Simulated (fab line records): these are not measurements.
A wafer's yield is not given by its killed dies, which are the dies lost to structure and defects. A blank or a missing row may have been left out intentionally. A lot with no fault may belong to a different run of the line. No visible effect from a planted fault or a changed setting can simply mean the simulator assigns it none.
Comparing a struck lot with a sound one || flow gf180mcu || 22 out of 602 route steps
Sound: wafers L134.2, L134.3, L134.6. Struck: wafers L136.2, L136.3, L136.5. The cause is given at the end.
For every step that has rows: the tool of each side, followed by ch and its chambers, followed by its first start. Under that, the readings that differ: sound wafers || struck wafers || difference of the means || sigmas: that difference in standard deviations of wafers without a fault.
alike: same words and numbers on both sides, and readings whose means sit less than 2 such deviations apart. not compared: any withheld reading, any reading some wafer has no value for, any bound like >300 that may hide the same value, and any number with overlapping values for which the record gives no deviation.
A row with sigmas, a row that says differs or no value, or rows on one side alone: a step with any of these is where the two part. Numbers that don't overlap but have no deviation are shown without sigmas and don't part them. Lack of a reading on every wafer of one side parts them only where that side has two or more wafers.

first, 5 steps without rows for these wafers: GF_MVSD_COAT_02 (resist thk 3000 nm); GF_MVSD_SOFTBAKE_03; GF_MVSD_EXPOSE_04 (exposes mask MVSD, target cd 1000 nm); GF_MVSD_PEB_05; GF_MVSD_DEVELOP_06 (develop time 60 s).
GF_MVSD_OVL_MEAS_07:
  struck on overlay-02, day 6 22:37; sound on overlay-02, day 6 01:53
  alike: MVSD_OVL
then, 2 steps without rows for these wafers: GF_MVSD_IMPLANT_08; GF_MVSD_IMPLANT_09.
GF_MVSD_STRIP_10: strips in O2/N2.
  sound on plasma-asher-03 ch 0, day 6 02:13; struck on plasma-asher-01 ch 0,1, day 6 22:56
  alike: drypump-motor-current-A, heater-power-w, n2-flow-sccm, oes-product-au, strip-time-to-endpoint-s
  not compared: rf-hours-counter-h
GF_MVSD_TW_MEAS_11:
  struck on film-metro-03, day 6 23:03; sound on film-metro-02, day 6 02:19
  alike: MVSD_TW
then, 2 steps without rows for these wafers: GF_MVPSD_DEHYDRATE_00 (time 60 s); GF_MVPSD_HMDS_01 (prime time 60 s).
GF_MVPSD_COAT_02: resist thk 3000 nm.
  sound on litho-track-01 ch 0, day 6 09:36; struck on litho-track-02 ch 0, day 7 05:59
{"reading": "model.coat_of_MVPSD_COAT_02.thk-nm (nm)", "sound": "3006 3002 3003", "struck": "1110 1109 1109", "difference": -1894, "sigmas": ""}
  alike: spin-speed-rpm
then, 3 steps without rows for these wafers: GF_MVPSD_SOFTBAKE_03; GF_MVPSD_EXPOSE_04 (exposes mask MVPSD, target cd 1000 nm); GF_MVPSD_PEB_05.
GF_MVPSD_DEVELOP_06: develop time 60 s.
  sound: litho-track-01 ch 0; struck: litho-track-04 ch 0
{"reading": "model.coat_of_MVPSD_COAT_02.thk-nm (nm)", "sound": "3005 3001 3002", "struck": "1109 1108 1108", "difference": -1894, "sigmas": ""}
GF_MVPSD_OVL_MEAS_07:
  struck on overlay-01, day 7 14:54; sound on overlay-01, day 6 17:20
  alike: MVPSD_OVL
then, 2 steps without rows for these wafers: GF_MVPSD_IMPLANT_08; GF_MVPSD_IMPLANT_09.
GF_MVPSD_STRIP_10: strips in O2/N2.
  sound on plasma-asher-02 ch 0,1, day 6 17:40; struck on plasma-asher-03 ch 0,1, day 7 15:14
{"reading": "oes-product-au (a.u.)", "sound": "0.725 0.722 0.725", "struck": "0.712 0.720 0.711", "difference": -0.010, "sigmas": -2}
{"reading": "strip-time-to-endpoint-s (s)", "sound": "37.02 36.96 36.99", "struck": "14.83 14.83 14.80", "difference": -22.17, "sigmas": "-99 or more"}
  alike: drypump-motor-current-A, heater-power-w, n2-flow-sccm
  not compared: rf-hours-counter-h
GF_MVPSD_TW_MEAS_11:
  struck on film-metro-01, day 7 15:20; sound on film-metro-03, day 6 17:46
  alike: MVPSD_TW

## WHERE THEY PART
Within this record, at GF_MVPSD_STRIP_10 only. Later steps at which nothing parts them and some readings are alike: GF_MVPSD_TW_MEAS_11.

WHY: what the simulator had put in
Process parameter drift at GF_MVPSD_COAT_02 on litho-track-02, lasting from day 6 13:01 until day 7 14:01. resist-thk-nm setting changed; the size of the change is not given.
